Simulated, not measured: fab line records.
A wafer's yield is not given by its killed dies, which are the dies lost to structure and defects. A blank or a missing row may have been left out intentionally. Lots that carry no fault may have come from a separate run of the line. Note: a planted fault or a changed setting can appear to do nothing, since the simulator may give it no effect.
fab line records	flow gf180mcu
record lots=14	wafers=42	last-day=34
route steps=602 shown M4@461 V4@478 MIM@510
lots that met no fault: from a run of the same line without faults
start-h: start of the lot's first displayed wafer, in hours after the record's first day	wait-h: hours from the lot's prior step to this one	" repeats the value in the row above	L1.1+2: a single row standing in for several wafers	- no value, or no start given	* or withheld: withheld	< > ~ a bound
route shown NAME@n: names a module that has steps shown in the file, with the first one's number in the route	usual: mean and standard deviation over wafers with no fault	same: alike in all rows	chamber/n: place in a boat	sites: the reading at each site	_std_site: their standard deviation	_edge_site: outer sites' mean less inner sites'	radius-mm: how far each site lies from the wafer's centre	mask NAME#n: copy n	behind: the tool/chamber that last shaped the wafer	hold: cause of the lot's hold/its duration in hours/its outcome	device: which transistor (n, p or np) failed to switch	end of line: at the end of the route, the tests of the same wafers	a step with no rows: only its recipe	killed: the dies lost at the first sort to structure and to defects; this is not the yield of the wafer	map: shows each die of a wafer: x if killed, . if not, _ if none is there
set.NAME: the run value of the setting; set.NAME@STEP: its run value at that earlier step	model.NAME: the simulator's own value behind a step, which no gauge read
a sample of lots followed through the steps of the route, with each step as a table and each wafer as a row
services: when a tool's chamber went out of use (start-h, in hours from the record's first day, below 0 if earlier), for how many hours, and the reason
## steps
# step GF_M4_RS_MEAS_05
# recipe thk-meas-gauge=four-point-probe	reads=TiN_of_M4_SPUTTER_04+Ti_of_M4_SPUTTER_03+AlCu_of_M4_SPUTTER_02+TiN_of_M4_SPUTTER_01+Ti_of_M4_SPUTTER_00
# usual M4_ALCU_RS=0.0695/0.00081
lot.wafer	tool	chamber	start-h	wait-h	M4_ALCU_RS[ohm/sq]
L252.4	film-metro-03	-	507.57	0.1	0.0699
L252.5	"	-	"	"	0.0688
L252.6	"	-	"	"	0.0702
L253.4	film-metro-04	-	523.22	0.1	0.0692
L253.5	"	-	"	"	0.0682
L253.6	"	-	"	"	0.0695
L254.2	film-metro-04	-	532.69	0.0	0.0697
L254.3	"	-	"	"	0.0690
L254.4	"	-	"	"	0.0703
L256.1	film-metro-03	-	552.88	0.0	0.0695
L256.4	"	-	"	"	0.0698
L256.5	"	-	"	"	0.0686
L258.1	film-metro-04	-	563.46	0.0	0.0701
L258.4	"	-	"	"	0.0701
L258.6	"	-	"	"	0.0692
L259.3	film-metro-03	-	583.39	0.1	0.0701
L259.5	"	-	"	"	0.0705
L259.6	"	-	"	"	0.0697
L260.2	film-metro-02	-	584.01	0.0	0.0694
L260.5	"	-	"	"	0.0686
L260.6	"	-	"	"	0.0688
L261.1	film-metro-04	-	588.26	0.0	0.0693
L261.3	"	-	"	"	0.0695
L261.4	"	-	"	"	0.0699
L262.1	film-metro-04	-	602.96	0.0	0.0682
L262.3	"	-	"	"	0.0689
L262.5	"	-	"	"	0.0680
L263.3	film-metro-02	-	609.81	0.1	0.0692
L263.5	"	-	"	"	0.0692
L263.6	"	-	"	"	0.0688
L264.1	film-metro-02	-	616.91	0.0	0.0704
L264.4	"	-	"	"	0.0701
L264.6	"	-	"	"	0.0700
L265.1	film-metro-03	-	623.46	0.0	0.0683
L265.2	"	-	"	"	0.0689
L265.4	"	-	"	"	0.0682
L266.2	film-metro-04	-	633.33	0.0	0.0688
L266.3	"	-	"	"	0.0691
L266.5	"	-	"	"	0.0689
L275.1	film-metro-03	-	692.03	0.0	0.0680
L275.5	"	-	"	"	0.0680
L275.6	"	-	"	"	0.0678
# step GF_V4_CVD_02
# recipe material=SiO2	target-thk-nm=850	precursor=TEOS	temp-c=400	time-s=94.851	rf-w=600
# usual heater-power-w=663/110
lot.wafer	tool	chamber	start-h	wait-h	heater-power-w
L252.4	pecvd-04	1	532.65	0.1	767
L252.5	"	0	"	"	630
L252.6	"	2	"	"	586
L253.4	pecvd-01	0	547.75	0.1	627
L253.5	"	1	"	"	711
L253.6	"	2	"	"	681
L254.2	pecvd-04	2	557.03	0.0	718
L254.3	"	0	"	"	740
L254.4	"	1	"	"	891
L256.1	pecvd-01	1	575.17	0.1	579
L256.4	"	1	"	"	639
L256.5	"	0	"	"	646
L258.1	pecvd-01	0	586.21	0.1	610
L258.4	"	0	"	"	638
L258.6	"	1	"	"	713
L259.3	pecvd-01	0	604.97	0.0	561
L259.5	"	2	"	"	560
L259.6	"	1	"	"	694
L260.2	pecvd-04	2	606.28	0.0	615
L260.5	"	0	"	"	715
L260.6	"	2	"	"	674
L261.1	pecvd-04	2	609.92	0.1	698
L261.3	"	0	"	"	736
L261.4	"	0	"	"	805
L262.1	pecvd-01	1	624.46	0.1	680
L262.3	"	2	"	"	679
L262.5	"	1	"	"	559
L263.3	pecvd-03	1	631.46	0.0	560
L263.5	"	2	"	"	512
L263.6	"	1	"	"	441
L264.1	pecvd-01	1	637.86	0.1	650
L264.4	"	0	"	"	626
L264.6	"	1	"	"	656
L265.1	pecvd-01	0	644.48	0.1	651
L265.2	"	2	"	"	643
L265.4	"	0	"	"	669
L266.2	pecvd-01	1	654.48	0.0	618
L266.3	"	2	"	"	682
L266.5	"	1	"	"	666
L275.1	pecvd-01	1	711.39	0.1	617
L275.5	"	0	"	"	528
L275.6	"	2	"	"	713
# step GF_V4_CMP_26
# recipe stop-on=SiO2	down-force-psi=3.5	platen-rpm=60	t-overpolish-s=15	target-thk-nm=0	pad-velocity-m-s=0.94248
# usual edge-zone-pressure-frac=1.000/0.005	motor-current-A=11.0/1.1	overpolish-run-s=14.999/0.0082	retaining-ring-pressure-frac=1.000/0.0046	time-to-endpoint-s=85/3.4
lot.wafer	tool	chamber	start-h	wait-h	edge-zone-pressure-frac	motor-current-A	overpolish-run-s	retaining-ring-pressure-frac	time-to-endpoint-s
L252.4	cmp-01	3	558.19	0.0	1.000	9.7	15.006	1.001	85
L252.6	"	3	"	"	1.001	10.1	15.010	1.001	83
L252.5	"	0	"	"	1.005	9.8	15.007	0.996	87
L253.4	cmp-01	1	571.55	0.1	1.001	11.9	14.997	0.994	83
L253.6	"	3	"	"	0.993	9.7	15.012	0.997	84
L253.5	"	0	"	"	1.004	9.5	14.993	1.001	85
L254.2	cmp-02	0	581.28	0.0	0.997	12.5	15.002	1.000	88
L254.4	"	1	"	"	0.996	10.3	14.987	1.002	87
L254.3	"	3	"	"	0.997	10.1	15.003	0.995	90
L256.1	cmp-02	0	598.14	0.1	1.004	13.1	15.008	1.006	83
L256.4	"	1	"	"	1.001	9.9	14.996	1.000	84
L256.5	"	3	"	"	0.997	9.9	15.007	1.002	89
L258.4	cmp-01	0	608.85	0.1	0.994	9.3	14.995	0.993	84
L258.1	"	1	"	"	1.002	12.0	15.003	1.000	77
L258.6	"	2	"	"	0.990	9.9	15.012	0.993	80
L259.3	cmp-01	3	627.25	0.2	1.008	10.1	14.986	1.003	78
L259.6	"	0	"	"	0.996	9.7	15.015	0.999	83
L259.5	"	1	"	"	1.000	11.8	15.003	1.000	80
L260.2	cmp-02	3	628.05	0.0	1.010	9.8	14.991	0.995	91
L260.5	"	3	"	"	0.998	10.4	14.988	0.995	92
L260.6	"	0	"	"	0.997	12.7	15.002	0.997	81
L261.1	cmp-01	1	631.89	0.3	0.992	11.6	14.993	0.996	83
L261.4	"	2	"	"	1.006	10.4	14.996	0.998	79
L261.3	"	3	"	"	1.003	10.7	15.003	1.009	79
L262.1	cmp-02	0	646.47	0.1	0.997	12.2	14.998	1.002	83
L262.3	"	2	"	"	0.990	11.9	14.990	1.005	81
L262.5	"	3	"	"	0.998	9.4	15.006	0.998	92
L263.3	cmp-02	3	653.10	0.1	1.009	10.2	14.990	0.999	90
L263.5	"	2	"	"	1.007	11.3	14.994	1.004	84
L263.6	"	3	"	"	1.002	10.1	14.980	1.003	91
L264.4	cmp-02	3	659.30	0.1	1.003	10.4	14.995	0.999	86
L264.1	"	1	"	"	1.006	10.3	15.002	1.005	88
L264.6	"	2	"	"	1.006	11.5	15.000	0.995	85
L265.4	cmp-01	1	666.27	0.0	1.001	12.1	15.002	1.005	86
L265.2	"	2	"	"	0.996	10.6	15.002	0.996	84
L265.1	"	0	"	"	0.998	9.5	15.005	0.997	92
L266.2	cmp-01	3	675.67	0.1	1.003	10.3	14.998	1.001	84
L266.3	"	0	"	"	1.001	10.1	15.008	0.993	91
L266.5	"	3	"	"	1.000	10.1	14.985	1.003	85
L275.1	cmp-01	2	731.30	0.1	0.995	10.4	15.000	0.995	84
L275.6	"	1	"	"	0.998	12.1	14.997	0.988	83
L275.5	"	2	"	"	1.007	10.6	15.002	0.998	80
# step GF_MIM_SPUTTER_07
# recipe material=TiN	target-thk-nm=60	power-w=6500	time-s=50	chamber-pressure-pa=0.4088
# usual cathode-dc-power-W=6500.0/1.3	chamber-pressure-pa=0.4088/0.00087	throttle-valve-pct=29.8/1.1
lot.wafer	tool	chamber	start-h	wait-h	cathode-dc-power-W	chamber-pressure-pa	throttle-valve-pct
L252.4	pvd-sputter-03	-	558.81	0.0	6500.0	0.4095	28.6
L252.5	"	-	"	"	6502.9	0.4075	29.8
L252.6	"	-	"	"	6498.2	0.4087	30.3
L253.4	pvd-sputter-03	-	572.07	0.0	6500.4	0.4103	32.0
L253.5	"	-	"	"	6500.6	0.4094	31.5
L253.6	"	-	"	"	6500.8	0.4084	28.7
L254.2	pvd-sputter-03	-	581.90	0.0	6498.5	0.4101	28.5
L254.3	"	-	"	"	6499.5	0.4098	31.6
L254.4	"	-	"	"	6499.1	0.4103	29.6
L256.1	pvd-sputter-04	-	598.65	0.1	6499.8	0.4089	29.6
L256.4	"	-	"	"	6497.2	0.4080	31.6
L256.5	"	-	"	"	6499.8	0.4086	29.4
L258.1	pvd-sputter-01	-	609.37	0.1	6500.9	0.4078	29.9
L258.4	"	-	"	"	6500.8	0.4085	28.8
L258.6	"	-	"	"	6499.5	0.4076	28.6
L259.3	pvd-sputter-04	-	627.72	0.0	6499.1	0.4091	31.4
L259.5	"	-	"	"	6498.2	0.4084	29.6
L259.6	"	-	"	"	6501.2	0.4094	31.5
L260.2	pvd-sputter-03	-	628.67	0.0	6499.6	0.4093	31.3
L260.5	"	-	"	"	6501.6	0.4073	31.6
L260.6	"	-	"	"	6501.5	0.4101	28.7
L261.1	pvd-sputter-03	-	632.50	0.1	6499.5	0.4090	29.6
L261.3	"	-	"	"	6501.6	0.4096	28.7
L261.4	"	-	"	"	6500.7	0.4087	30.2
L262.1	pvd-sputter-01	-	647.04	0.1	6501.5	0.4092	30.0
L262.3	"	-	"	"	6499.8	0.4082	28.5
L262.5	"	-	"	"	6499.8	0.4087	30.0
L263.3	pvd-sputter-04	-	653.66	0.0	6498.8	0.4084	28.8
L263.5	"	-	"	"	6501.4	0.4098	29.2
L263.6	"	-	"	"	6499.4	0.4101	28.7
L264.1	pvd-sputter-04	-	659.86	0.1	6500.9	0.4082	29.6
L264.4	"	-	"	"	6503.9	0.4084	29.3
L264.6	"	-	"	"	6499.4	0.4085	29.2
L265.1	pvd-sputter-01	-	666.88	0.1	-	-	-
L265.2	"	-	"	"	-	-	-
L265.4	"	-	"	"	-	-	-
L266.2	pvd-sputter-03	-	676.23	0.0	-	-	-
L266.3	"	-	"	"	-	-	-
L266.5	"	-	"	"	-	-	-
L275.1	pvd-sputter-03	-	731.86	0.1	6499.7	0.4087	29.8
L275.5	"	-	"	"	6500.1	0.4086	31.6
L275.6	"	-	"	"	6500.4	0.4099	29.8
# step GF_MIM_METAL_ETCH_19
# recipe chemistry=Cl2/BCl3	mask-material=NOVOLAK	stop-on=Si3N4	target-depth-nm=324.5	pressure-mtorr=8	icp-w=800	bias-w=140	Cl2_flow_sccm=80	bcl3-flow-sccm=40	time-s=54.1
# usual drypump-motor-current-A=5.8/0.44	mfc-cl2-sccm=79.98/0.23	oes-product-au=0.940/0.0067	throttle-valve-pct=28.285/0.011
lot.wafer	tool	chamber	start-h	wait-h	drypump-motor-current-A	mfc-cl2-sccm	oes-product-au	rf-hours-counter-h	throttle-valve-pct
L252.4	rie-metal-02	0	581.17	0.1	6.1	80.12	0.945	-	28.283
L252.5	"	1	"	"	5.4	79.73	0.953	-	28.266
L252.6	"	0	"	"	6.1	79.82	0.950	-	28.285
L253.4	rie-metal-01	0	593.57	0.1	5.7	79.69	0.952	-	28.289
L253.5	"	0	"	"	5.7	79.58	0.943	-	28.294
L253.6	"	1	"	"	5.8	79.76	0.940	-	28.283
L254.2	rie-metal-01	0	602.65	0.1	5.7	80.01	0.938	6.8	28.287
L254.3	"	1	"	"	5.8	80.14	0.941	-	28.270
L254.4	"	0	"	"	5.7	79.66	0.935	-	28.298
L256.1	rie-metal-03	1	619.42	0.1	5.4	80.10	0.934	4.9	28.285
L256.4	"	1	"	"	5.4	79.77	0.926	-	28.312
L256.5	"	1	"	"	5.4	79.89	0.940	-	28.302
L258.1	rie-metal-01	1	629.57	0.1	5.8	79.87	0.939	0.1	28.276
L258.4	"	0	"	"	5.7	79.69	0.946	-	28.290
L258.6	"	1	"	"	5.8	79.92	0.946	-	28.296
L259.3	rie-metal-02	0	647.47	0.1	6.1	80.15	0.927	-	28.286
L259.5	"	1	"	"	5.4	80.25	0.939	-	28.303
L259.6	"	0	"	"	6.1	80.22	0.926	-	28.283
L260.2	rie-metal-01	1	649.07	0.1	5.8	80.14	0.951	0.6	28.256
L260.5	"	1	"	"	5.8	79.99	0.957	-	28.265
L260.6	"	0	"	"	5.7	79.94	0.939	-	28.279
L261.1	rie-metal-03	0	652.82	0.1	6.6	80.22	0.934	4.5	28.297
L261.3	"	1	"	"	5.4	79.85	0.938	-	28.302
L261.4	"	0	"	"	6.7	79.95	0.941	-	28.287
L262.1	rie-metal-03	0	666.77	0.1	6.7	79.94	0.947	4.8	28.290
L262.3	"	1	"	"	5.4	79.95	0.945	-	28.285
L262.5	"	1	"	"	5.4	80.22	0.947	-	28.280
L263.3	rie-metal-02	1	673.45	0.1	5.4	79.92	0.930	-	28.277
L263.5	"	0	"	"	6.1	80.19	0.941	-	28.290
L263.6	"	1	"	"	5.4	79.88	0.943	-	28.270
L264.1	rie-metal-01	1	679.09	0.1	5.8	79.97	0.935	1.6	28.292
L264.4	"	1	"	"	5.8	80.26	0.936	-	28.279
L264.6	"	1	"	"	5.8	79.96	0.937	-	28.287
L265.1	rie-metal-03	0	685.45	0.1	6.7	79.98	0.990	5.4	28.230
L265.2	"	1	"	"	5.4	80.14	0.983	7.1	28.235
L265.4	"	0	"	"	6.7	80.01	0.988	-	28.237
L266.2	rie-metal-03	0	695.10	0.1	6.7	80.51	0.991	5.8	28.221
L266.3	"	1	"	"	5.4	79.59	0.982	-	28.234
L266.5	"	1	"	"	5.4	79.83	0.981	-	28.223
L275.1	rie-metal-01	1	748.64	0.1	5.8	79.87	0.946	4.6	28.272
L275.5	"	1	"	"	5.8	80.07	0.952	-	28.278
L275.6	"	0	"	"	5.7	80.08	0.941	-	28.282
## services
tool	chamber	start-h	hours	kind
pvd-sputter-03	-	528.77	2.3	repair
pecvd-04	-	533.10	1.5	repair
rie-metal-01	-	535.48	3.0	repair
rie-metal-03	1	536.29	6.4	repair
pecvd-04	-	548.41	6.0	pm
pecvd-01	2	568.83	16.0	repair
cmp-01	-	572.00	4.0	pm
cmp-01	-	578.91	6.1	repair
pecvd-04	-	591.12	14.0	pm
pecvd-04	-	592.78	0.7	repair
cmp-01	-	604.98	3.6	pm
cmp-02	-	617.42	1.7	repair
cmp-02	-	629.26	4.4	pm
rie-metal-01	1	631.94	7.4	repair
pecvd-01	-	641.93	1.0	repair
cmp-02	-	646.84	2.4	repair
pecvd-04	-	647.11	0.9	repair
cmp-02	-	649.94	2.2	repair
rie-metal-03	-	664.63	1.0	repair
cmp-02	-	669.56	4.5	repair
rie-metal-03	-	685.23	0.1	repair
cmp-02	-	711.64	3.3	pm
pecvd-01	-	726.29	1.6	repair
cmp-02	-	744.00	4.0	pm
## key
first-sign step=GF_MIM_SPUTTER_07	reading=tool-record	direction=missing
effect step=GF_MIM_METAL_ETCH_19	reading=oes-product-au	direction=up	sigmas=6.9	usual=0.940	struck=0.986
met-at GF_MIM_SPUTTER_07
struck-lots L265,L266
later-rows-left-out L265.1,L265.2,L265.4,L266.2,L266.3,L266.5
sort-left-out L265.1,L265.2,L265.4,L266.2,L266.3,L266.5
not-acting-at GF_M4_RS_MEAS_05,GF_V4_CVD_02,GF_V4_CMP_26
onset-between 647.04 666.88
fault kind=skipped-step-whole	tool=pvd-sputter-01,pvd-sputter-03	chamber=-	onset-h=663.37	steps=GF_MIM_SPUTTER_07	scope=struck-lots-only
# sort-left-out: the simulated sort isn't trusted on such a fault, so these wafers' sort isn't shown, and their yield isn't known
# later-rows-left-out: the simulator's readings of these wafers behind a module that went badly wrong aren't trusted and aren't shown, but for the sort
